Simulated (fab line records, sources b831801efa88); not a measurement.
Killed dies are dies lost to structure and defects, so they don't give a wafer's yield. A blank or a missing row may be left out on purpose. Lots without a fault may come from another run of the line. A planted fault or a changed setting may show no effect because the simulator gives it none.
A struck lot beside a sound one | flow sky130 | 21 steps out of a route of 708
Sound: wafers L169.1, L169.5, L169.6. Struck: wafers L177.2, L177.3, L177.5. The cause comes at the end.
At each step with rows: each side's tool, then ch and its chambers, then its first start. Under that, the readings that differ: sound wafers | struck wafers | difference of the means | sigmas: that difference in standard deviations of wafers without a fault.
alike: readings whose means differ by less than 2 such deviations, and words and numbers that are the same on both sides. not compared: withheld readings, readings that some wafer has no value for, bounds like >300 that may hide the same value, and numbers for which the record gives no deviation and whose values overlap.
The two part at a step that has a row with sigmas, a row that says differs or no value, or rows on one side only. Numbers that don't overlap but have no deviation are shown without sigmas and don't part them. A reading that every wafer of one side lacks parts them only if that side has two wafers or more.

first, 2 steps without rows for these wafers: SKY_LDD_HVP_PEB_05; SKY_LDD_HVP_DEVELOP_06 (develop time 60 s).
SKY_LDD_HVP_OVL_MEAS_07:
  sound on overlay-01, day 23 09:22; struck on overlay-02, day 26 06:43
  alike: LDD_HVP_OVL
then, 1 step without rows for these wafers: SKY_LDD_HVP_IMPLANT_08.
SKY_LDD_HVP_STRIP_09: strips in O2/N2.
  sound on plasma_asher-03 ch 0,1, day 23 09:33; struck on plasma_asher-03 ch 0,1, day 26 06:54
  alike: drypump_motor_current_A, oes_product_au, strip_time_to_endpoint_s
  not compared: rf_hours_counter_h
SKY_LDD_HVP_TW_MEAS_10:
  sound on film_metro-03, day 23 09:39; struck on film_metro-03, day 26 07:01
  alike: LDD_HVP_TW
then, 6 steps without rows for these wafers: SKY_LDD_LDN_DEHYDRATE_00 (time 60 s); SKY_LDD_LDN_HMDS_01 (prime time 60 s); SKY_LDD_LDN_COAT_02 (resist thk 1140 nm); SKY_LDD_LDN_SOFTBAKE_03 (time 60 s); SKY_LDD_LDN_EXPOSE_04 (exposes mask LDNTM, target cd 700 nm); SKY_LDD_LDN_PEB_05.
SKY_LDD_LDN_DEVELOP_06: develop time 60 s.
  sound on litho_track-02 ch 0, day 24 15:01; struck on litho_track-03 ch 0, day 27 11:49
SKY_LDD_LDN_OVL_MEAS_07:
  sound on overlay-02, day 24 15:10; struck on overlay-01, day 27 11:56
  reading          | sound          | struck | difference                    | sigmas
  LDD_LDN_OVL (nm) | -0.2 -0.5 -0.3 | - - -  | no value on the struck wafers |
then, 4 steps without rows for these wafers: SKY_LDD_LDN_IMPLANT_08; SKY_LDD_LDN_IMPLANT_09; SKY_LDD_LDN_IMPLANT_10; SKY_LDD_LDN_IMPLANT_11.
SKY_LDD_LDN_STRIP_12: strips in O2/N2.
  sound on plasma_asher-01 ch 0,1, day 24 15:48; struck on plasma_asher-04 ch 0, day 27 12:34
  alike: drypump_motor_current_A, oes_product_au, strip_time_to_endpoint_s
  not compared: rf_hours_counter_h
SKY_LDD_LDN_TW_MEAS_13:
  sound on film_metro-01, day 24 15:54; struck on film_metro-02, day 27 12:41
  reading    | sound          | struck   | difference | sigmas
  LDD_LDN_TW | 1498 1488 1475 | 30 30 30 | -1457      | -99 or more
then, 1 step without rows for these wafers: SKY_LDD_LDN_CLEAN_14 (cleans in SC1/SC2, time 150 s).

WHERE THEY PART
First at SKY_LDD_LDN_OVL_MEAS_07; last, within this record, at SKY_LDD_LDN_TW_MEAS_13.

WHY: what the simulator had put in
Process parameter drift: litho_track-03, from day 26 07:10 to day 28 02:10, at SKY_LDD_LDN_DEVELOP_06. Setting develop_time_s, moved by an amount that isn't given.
